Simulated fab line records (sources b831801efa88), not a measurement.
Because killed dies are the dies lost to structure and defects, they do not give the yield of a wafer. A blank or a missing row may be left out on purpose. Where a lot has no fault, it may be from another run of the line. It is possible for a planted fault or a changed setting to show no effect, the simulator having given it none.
Chamber matching ; flow sky130 ; cmp-02 running SKY_VIA4_CMP_02: 4 sister chambers
The step polishes SiO2. 24 wafers are shown with their chamber, then 12 later ones without.

== WAFERS PAIRED WITH THEIR CHAMBERS ==
wafer;chamber;motorCurrentA (A)
L074.1;3;10.3
L074.2;2;13.2
L074.4;0;13.8
L075.3;1;10.9
L075.5;3;10.7
L075.6;2;13.0
L076.1;1;11.1
L076.2;3;10.4
L076.5;0;13.0
L078.3;3;10.8
L078.5;1;10.6
L078.6;2;13.2
L083.2;1;10.8
L083.3;0;13.5
L083.4;2;13.4
L084.2;0;13.3
L084.5;0;12.8
L084.6;1;10.5
L088.3;3;10.6
L088.5;3;10.6
L088.6;2;12.8
L090.1;1;11.0
L090.4;0;13.6
L090.5;0;13.5

SIGNATURES (averages over the wafers above)
reading;chamber 0;chamber 1;chamber 2;chamber 3;scatter within a chamber
motorCurrentA;13.357;10.817;13.120;10.567;0.263
Rule: a wafer's distance from a chamber is the root of the sum, over the readings, of the square of ((its reading less the chamber's mean) divided by the reading's scatter). The wafer belongs to the nearest chamber; if the next one is less than 2 further off, it can't be placed. The scatter: take each reading less its chamber's mean, square it, sum over the shown wafers, divide by the number of wafers less the number of chambers, and take the root.

== WAFERS WITHOUT THEIR CHAMBER ==
wafer;motorCurrentA (A)
L092.1;10.6
L092.3;13.7
L092.5;10.9
L095.2;12.3
L095.3;13.4
L095.5;10.7
L096.1;13.6
L096.3;13.9
L096.4;10.9
L097.1;11.6
L097.2;14.1
L097.5;13.0

== WHICH CHAMBER EACH ONE RAN IN ==
wafer;from the rows above;in truth
L092.1;can't be placed: 3 or 1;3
L092.3;can't be placed: 0 or 2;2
L092.5;can't be placed: 1 or 3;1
L095.2;can't be placed: 2 or 0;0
L095.3;can't be placed: 0 or 2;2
L095.5;can't be placed: 1 or 3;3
L096.1;can't be placed: 0 or 2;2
L096.3;can't be placed: 0 or 2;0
L096.4;can't be placed: 1 or 3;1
L097.1;can't be placed: 1 or 3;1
L097.2;can't be placed: 0 or 2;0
L097.5;can't be placed: 2 or 0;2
Correct placement for 0 of the 12. Can't be placed from these rows: 12 (the true chamber is among the candidates in 12). Number placed wrongly: 0.
